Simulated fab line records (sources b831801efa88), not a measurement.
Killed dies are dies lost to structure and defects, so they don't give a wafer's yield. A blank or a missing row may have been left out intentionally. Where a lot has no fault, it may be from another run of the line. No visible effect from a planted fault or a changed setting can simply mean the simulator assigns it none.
fab line records	flow gf180mcu
[record] lots = 10	wafers = 30	lastDay = 34
route steps=602 shown V1@358 V2@386 V3@431
lots that met no fault: from a run of the same line without faults
startH: the number of hours between the record's first day and the start of the first shown wafer of the lot	waitH: how many hours have passed since the lot's step before this one	" as in the row above	L1.1+2: a row that stands for several wafers	- no value, or no start was given	* or withheld: withheld	< > ~ a bound
route shown NAME@n: a module of which the file shows steps, and the number in the route of the first	usual: mean/standard deviation of fault-free wafers	same: alike in all rows	chamber/n: place in a boat	sites: the reading at each site	_std_site: how widely they spread, as a standard deviation	_edge_site: the outer-site mean with the inner-site mean subtracted	radiusMm: for every site, how far away it sits from the centre of the wafer	mask NAME#n: copy n	behind: the tool/chamber that last shaped the wafer	hold: the reason the lot was held/the length of the hold in hours/how it ended	device: names the non-switching transistor (n, p or np)	end of line: tests run on the same wafers once the route is complete	a step with no rows: only its recipe	killed: count of dies lost to structure and defects at first sort (not the wafer's yield)	map: a wafer's dies, x killed, . not, _ none there
set.NAME: setting as actually run; set.NAME@STEP: the setting as run at that earlier step	model.NAME: the simulator's own value behind a step, which no gauge read
the route's steps for a sample of lots (tables are steps, rows are wafers)
services: the hour from which a tool's chamber was out of use, counted from the record's first day as startH (under 0 if before that day), plus the number of hours and why
[[steps]]
[step GF_V1_CVD_23]
[recipe] material = W	targetThkNm = 350	timeS = 105.05	tempC = 400	pressureTorr = 40
[usual] heaterPowerW = 894/54
lot.wafer	tool	chamber	startH	waitH	heaterPowerW
L183.3	cvdW-01	0	444.32	0.1	843
L183.5	"	1	"	"	910
L183.6	"	0	"	"	857
L184.2	cvdW-01	1	452.26	0.0	924
L184.3	"	1	"	"	926
L184.4	"	0	"	"	851
L185.2	cvdW-01	1	463.36	0.0	900
L185.4	"	0	"	"	853
L185.6	"	1	"	"	920
L195.3	cvdW-01	0	554.10	0.1	856
L195.5	"	0	"	"	840
L195.6	"	1	"	"	907
L196.1	cvdW-01	1	563.36	0.0	903
L196.2	"	0	"	"	847
L196.4	"	0	"	"	856
L197.3	cvdW-01	0	565.60	0.1	857
L197.4	"	1	"	"	913
L197.5	"	1	"	"	924
L198.3	cvdW-01	0	574.45	0.1	855
L198.4	"	1	"	"	918
L198.6	"	0	"	"	852
L199.2	cvdW-02	1	580.53	0.1	853
L199.3	"	1	"	"	848
L199.4	"	1	"	"	842
L200.2	cvdW-01	1	599.36	0.0	937
L200.4	"	0	"	"	862
L200.6	"	1	"	"	930
L202.3	cvdW-01	0	609.06	0.1	866
L202.4	"	1	"	"	922
L202.5	"	0	"	"	848
[step GF_V1_RS_MEAS_24]
[recipe] thkMeasGauge = four-point-probe	reads = W_of_V1_CVD_23+TiN_of_V1_SPUTTER_22+Ti_of_V1_SPUTTER_21
[usual] V1_W_RS = 0.323/0.0044
lot.wafer	tool	chamber	startH	waitH	hold	V1_W_RS[ohm/sq]
L183.3	filmMetro-02	-	444.44	0.1	-	0.322
L183.5	"	-	"	"	-	0.319
L183.6	"	-	"	"	-	0.322
L184.2	filmMetro-03	-	452.39	0.1	awaitDispo/0.2h/release	0.227
L184.3	"	-	"	"	awaitDispo/0.2h/release	0.228
L184.4	"	-	"	"	awaitDispo/0.2h/release	0.227
L184.2	filmMetro-03	-	452.88	0.5	-	0.227
L184.3	"	-	"	"	-	0.229
L184.4	"	-	"	"	-	0.227
L185.2	filmMetro-02	-	463.50	0.1	awaitDispo/0.2h/release	0.227
L185.4	"	-	"	"	awaitDispo/0.2h/release	0.226
L185.6	"	-	"	"	awaitDispo/0.2h/release	0.227
L185.2	filmMetro-02	-	463.78	0.3	-	0.226
L185.4	"	-	"	"	-	0.227
L185.6	"	-	"	"	-	0.226
L195.3	filmMetro-01	-	554.21	0.1	-	0.327
L195.5	"	-	"	"	-	0.327
L195.6	"	-	"	"	-	0.326
L196.1	filmMetro-01	-	563.47	0.1	-	0.328
L196.2	"	-	"	"	-	0.329
L196.4	"	-	"	"	-	0.333
L197.3	filmMetro-01	-	565.71	0.1	-	0.336
L197.4	"	-	"	"	-	0.332
L197.5	"	-	"	"	-	0.333
L198.3	filmMetro-02	-	574.56	0.1	-	0.324
L198.4	"	-	"	"	-	0.328
L198.6	"	-	"	"	-	0.322
L199.2	filmMetro-01	-	580.74	0.2	-	0.318
L199.3	"	-	"	"	-	0.317
L199.4	"	-	"	"	-	0.316
L200.2	filmMetro-01	-	599.49	0.1	-	0.331
L200.4	"	-	"	"	-	0.327
L200.6	"	-	"	"	-	0.329
L202.3	filmMetro-02	-	609.18	0.1	-	0.321
L202.4	"	-	"	"	-	0.326
L202.5	"	-	"	"	-	0.324
[step GF_V1_THK_MEAS_25]
[recipe] thkMeasGauge = xrf	reads = W_of_V1_CVD_23
[usual] V1_W_THK = 362/5.2
lot.wafer	tool	chamber	startH	waitH	hold	V1_W_THK[nm]
L183.3	filmMetro-02	-	444.54	0.1	-	362
L183.5	"	-	"	"	-	363
L183.6	"	-	"	"	-	360
L184.2	filmMetro-03	-	457.11	4.2	awaitDispo/0.2h/release	507
L184.3	"	-	"	"	awaitDispo/0.2h/release	507
L184.4	"	-	"	"	awaitDispo/0.2h/release	509
L184.2	filmMetro-03	-	457.34	0.2	-	511
L184.3	"	-	"	"	-	506
L184.4	"	-	"	"	-	510
L185.2	filmMetro-02	-	465.30	1.5	awaitDispo/0.2h/release	523
L185.4	"	-	"	"	awaitDispo/0.2h/release	524
L185.6	"	-	"	"	awaitDispo/0.2h/release	520
L185.2	filmMetro-02	-	465.53	0.2	-	518
L185.4	"	-	"	"	-	523
L185.6	"	-	"	"	-	519
L195.3	filmMetro-01	-	554.31	0.1	-	358
L195.5	"	-	"	"	-	358
L195.6	"	-	"	"	-	358
L196.1	filmMetro-01	-	563.59	0.1	-	359
L196.2	"	-	"	"	-	354
L196.4	"	-	"	"	-	351
L197.3	filmMetro-01	-	565.81	0.1	-	349
L197.4	"	-	"	"	-	354
L197.5	"	-	"	"	-	350
L198.3	filmMetro-02	-	574.66	0.1	-	357
L198.4	"	-	"	"	-	355
L198.6	"	-	"	"	-	363
L199.2	filmMetro-01	-	580.85	0.1	-	368
L199.3	"	-	"	"	-	369
L199.4	"	-	"	"	-	370
L200.2	filmMetro-01	-	599.60	0.1	-	351
L200.4	"	-	"	"	-	359
L200.6	"	-	"	"	-	355
L202.3	filmMetro-02	-	609.28	0.1	-	363
L202.4	"	-	"	"	-	359
L202.5	"	-	"	"	-	362
[step GF_V1_CMP_26]
[recipe] stopOn = SiO2	downForcePsi = 3.5	platenRpm = 60	tOverpolishS = 15	targetThkNm = 0	padVelocityMS = 0.94248
[usual] motorCurrentA = 10.8/0.77	platenRpm = 60.00/0.04	slurryFilterDpKPa = 13.49/0.14	timeToEndpointS = 85/6.1
lot.wafer	tool	chamber	startH	waitH	hold	motorCurrentA	platenRpm	slurryFilterDpKPa	timeToEndpointS
L183.3	cmp-01	0	444.58	0.0	-	9.1	60.01	13.31	78
L183.5	"	0	"	"	-	9.5	60.05	13.42	80
L183.6	"	1	"	"	-	10.1	60.01	13.42	81
L184.2	cmp-02	2	458.60	1.3	awaitDispo/1.1h/release	11.0	59.93	13.33	122
L184.3	"	0	"	"	awaitDispo/1.1h/release	11.9	59.99	13.57	124
L184.4	"	1	"	"	awaitDispo/1.1h/release	9.8	60.07	13.45	127
L185.2	cmp-02	1	468.11	2.6	awaitDispo/2.5h/release	10.1	60.06	13.65	127
L185.4	"	3	"	"	awaitDispo/2.5h/release	11.0	59.95	13.81	124
L185.6	"	1	"	"	awaitDispo/2.5h/release	10.8	60.02	13.17	129
L195.3	cmp-02	1	554.35	0.0	-	10.2	60.02	13.60	93
L195.5	"	1	"	"	-	10.6	59.96	13.34	94
L195.6	"	2	"	"	-	11.0	60.03	13.57	88
L196.2	cmp-01	2	564.05	0.4	-	12.0	60.02	13.47	96
L196.1	"	3	"	"	-	10.6	60.02	13.47	83
L196.4	"	0	"	"	-	9.5	60.03	13.73	77
L197.3	cmp-01	0	565.90	0.1	-	9.8	60.10	13.60	77
L197.4	"	2	"	"	-	11.7	60.04	13.33	94
L197.5	"	3	"	"	-	10.9	60.03	13.60	86
L198.3	cmp-02	3	574.70	0.0	-	10.8	59.93	13.26	84
L198.4	"	2	"	"	-	11.8	60.01	13.31	78
L198.6	"	0	"	"	-	11.2	60.01	13.55	82
L199.3	cmp-01	0	580.90	0.0	-	9.1	60.02	13.55	80
L199.2	"	1	"	"	-	10.6	59.98	13.51	80
L199.4	"	2	"	"	-	12.0	59.97	13.59	96
L200.2	cmp-02	3	599.65	0.0	-	11.0	60.00	13.63	83
L200.4	"	0	"	"	-	11.2	60.03	13.57	85
L200.6	"	0	"	"	-	11.3	60.00	13.52	81
L202.3	cmp-02	0	609.37	0.1	-	11.3	59.99	13.57	87
L202.4	"	1	"	"	-	10.6	59.99	13.61	87
L202.5	"	0	"	"	-	11.3	59.96	13.45	86
[step GF_V2_CMP_04]
[recipe] material = SiO2	downForcePsi = 4	platenRpm = 60	padVelocityMS = 0.94248
[usual] motorCurrentA = 11.8/0.94	platenRpm = 60.00/0.042	slurryFilterDpKPa = 13.49/0.13	timeToEndpointS = 79/7.5
lot.wafer	tool	chamber	startH	waitH	motorCurrentA	platenRpm	slurryFilterDpKPa	timeToEndpointS
L183.3	cmp-01	2	470.47	0.1	12.4	60.04	13.63	82
L183.5	"	0	"	"	10.6	59.96	13.42	75
L183.6	"	1	"	"	11.4	59.99	13.35	70
L184.4	cmp-01	2	478.32	0.0	13.6	60.02	13.71	91
L184.2	"	3	"	"	12.3	60.01	13.26	79
L184.3	"	0	"	"	10.4	59.98	13.68	70
L185.4	cmp-01	3	489.29	0.0	11.2	59.93	13.39	78
L185.2	"	2	"	"	12.5	59.98	13.46	87
L185.6	"	0	"	"	10.6	60.06	13.43	70
L195.3	cmp-01	3	577.64	0.0	11.3	59.99	13.65	78
L195.6	"	3	"	"	11.7	60.03	13.46	88
L195.5	"	0	"	"	10.1	59.93	13.56	74
L196.2	cmp-01	3	586.56	0.0	11.9	60.02	13.41	70
L196.4	"	0	"	"	10.1	60.04	13.43	67
L196.1	"	1	"	"	11.5	60.00	13.35	76
L197.3	cmp-01	0	589.06	0.0	10.5	59.96	13.48	71
L197.4	"	1	"	"	12.0	60.02	13.25	78
L197.5	"	1	"	"	11.5	60.00	13.50	76
L198.3	cmp-02	2	596.71	0.0	12.0	59.98	13.62	62
L198.4	"	3	"	"	12.8	59.95	13.27	82
L198.6	"	3	"	"	12.5	59.99	13.28	68
L199.2	cmp-01	1	604.10	0.0	11.7	59.99	13.49	78
L199.4	"	2	"	"	13.4	60.11	13.28	94
L199.3	"	0	"	"	10.1	59.99	13.38	69
L200.4	cmp-02	2	621.96	0.1	12.4	59.97	13.42	80
L200.2	"	3	"	"	12.1	59.95	13.45	76
L200.6	"	1	"	"	10.8	59.99	13.63	87
L202.3	cmp-02	0	631.77	0.0	12.8	59.97	13.41	77
L202.4	"	1	"	"	11.2	59.99	13.66	79
L202.5	"	1	"	"	11.2	60.01	13.62	86
[step GF_V3_CVD_02]
[recipe] material = SiO2	targetThkNm = 850	precursor = TEOS	tempC = 400	timeS = 94.851	rfW = 600
[usual] heaterPowerW = 675/110
lot.wafer	tool	chamber	startH	waitH	heaterPowerW
L183.3	pecvd-01	1	521.12	0.1	540
L183.5	"	1	"	"	569
L183.6	"	0	"	"	675
L184.2	pecvd-01	1	528.27	0.0	575
L184.3	"	1	"	"	457
L184.4	"	2	"	"	693
L185.2	pecvd-03	0	539.08	0.0	744
L185.4	"	2	"	"	631
L185.6	"	0	"	"	825
L195.3	pecvd-03	2	622.68	0.0	506
L195.5	"	0	"	"	848
L195.6	"	1	"	"	647
L196.1	pecvd-01	2	631.93	0.1	695
L196.2	"	0	"	"	660
L196.4	"	2	"	"	714
L197.3	pecvd-03	0	632.89	0.0	859
L197.4	"	0	"	"	876
L197.5	"	2	"	"	558
L198.3	pecvd-01	0	640.32	0.0	708
L198.4	"	0	"	"	564
L198.6	"	2	"	"	680
L199.2	pecvd-02	0	648.08	0.0	634
L199.3	"	2	"	"	725
L199.4	"	1	"	"	668
L200.2	pecvd-01	1	663.96	0.0	585
L200.4	"	2	"	"	728
L200.6	"	0	"	"	702
L202.3	pecvd-03	2	674.17	0.0	626
L202.4	"	1	"	"	653
L202.5	"	2	"	"	478
[step GF_V3_ETCH_17]
[recipe] chemistry = C4F8/O2/Ar	maskMaterial = KrF	target = SiO2	stopOn = TiN	sourceW = 1500	biasW = 1200	pressureMtorr = 40	c4f8FlowSccm = withheld	O2_flow_sccm = 6	Ar_flow_sccm = 300	timeS = withheld	targetDepthA = 6350
[usual] oesProductAu = 0.856/0.0048
lot.wafer	tool	chamber	startH	waitH	oesProductAu
L183.3	rieDiel-03	1	-	-	0.859
L183.5	"	2	"	"	0.853
L183.6	"	0	"	"	0.851
L184.2	rieDiel-04	0	-	-	0.858
L184.3	"	3	"	"	0.855
L184.4	"	0	"	"	0.847
L185.2	rieDiel-03	0	-	-	0.862
L185.4	"	2	"	"	0.856
L185.6	"	0	"	"	0.858
L195.3	rieDiel-03	3	-	-	0.860
L195.5	"	3	"	"	0.860
L195.6	"	1	"	"	0.861
L196.1	rieDiel-03	2	-	-	0.856
L196.2	"	3	"	"	0.863
L196.4	"	1	"	"	0.861
L197.3	rieDiel-03	0	-	-	0.863
L197.4	"	1	"	"	0.856
L197.5	"	2	"	"	0.862
L198.3	rieDiel-01	0	-	-	0.854
L198.4	"	0	"	"	0.864
L198.6	"	2	"	"	0.867
L199.2	rieDiel-01	3	-	-	0.851
L199.3	"	0	"	"	0.856
L199.4	"	0	"	"	0.853
L200.2	rieDiel-04	0	-	-	0.847
L200.4	"	3	"	"	0.859
L200.6	"	2	"	"	0.849
L202.3	rieDiel-03	1	-	-	0.847
L202.4	"	3	"	"	0.851
L202.5	"	3	"	"	0.857
[[services]]
tool	chamber	startH	hours	kind
cmp-02	-	423.67	1.3	repair
cmp-02	-	431.22	4.4	repair
rieDiel-03	1	446.61	9.8	repair
cmp-01	-	457.42	8.9	repair
cvdW-01	-	473.91	6.9	pm
pecvd-01	-	478.58	0.8	repair
cmp-02	-	506.63	1.8	repair
pecvd-01	0	512.92	2.8	repair
pecvd-01	2	513.68	9.0	repair
pecvd-01	0	522.43	13.8	repair
rieDiel-03	3	531.98	6.2	repair
rieDiel-03	3	542.51	9.0	repair
cmp-01	-	546.46	1.0	repair
rieDiel-03	-	552.64	1.1	repair
cmp-02	-	557.35	7.1	pm
cmp-01	-	572.00	4.0	pm
rieDiel-03	0	589.89	6.6	repair
cmp-02	-	610.64	2.9	repair
cmp-02	-	617.11	1.2	repair
cmp-02	-	625.94	2.0	repair
cmp-01	-	632.52	0.4	repair
cmp-01	-	634.91	6.9	pm
rieDiel-03	0	642.57	4.0	repair
cmp-02	-	690.08	2.1	repair
[[key]]
[firstSign] step = GF_V1_RS_MEAS_24	reading = visit	direction = added
[effect] step = GF_V1_RS_MEAS_24	reading = V1_W_RS	direction = down	sigmas = 22	usual = 0.323	struck = 0.227
[effect] step = GF_V1_THK_MEAS_25	reading = visit	direction = added
[effect] step = GF_V1_THK_MEAS_25	reading = V1_W_THK	direction = up	sigmas = 29	usual = 362	struck = 515
[effect] step = GF_V1_CMP_26	reading = timeToEndpointS	direction = up	sigmas = 6.6	usual = *	struck = *
metAt GF_V1_CVD_23
struckLots L184,L185
notActingAt GF_V2_CMP_04,GF_V3_CVD_02,GF_V3_ETCH_17
onsetBetween 444.32 452.26
[fault] kind = processParameterDrift	tool = cvdW-01	chamber = -	onsetH = 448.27	steps = GF_V1_CVD_23	channel = targetThkNm	offset = 145.56	shape = step	endH = 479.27	actsIn = theseRecipesOnly	stated = 350
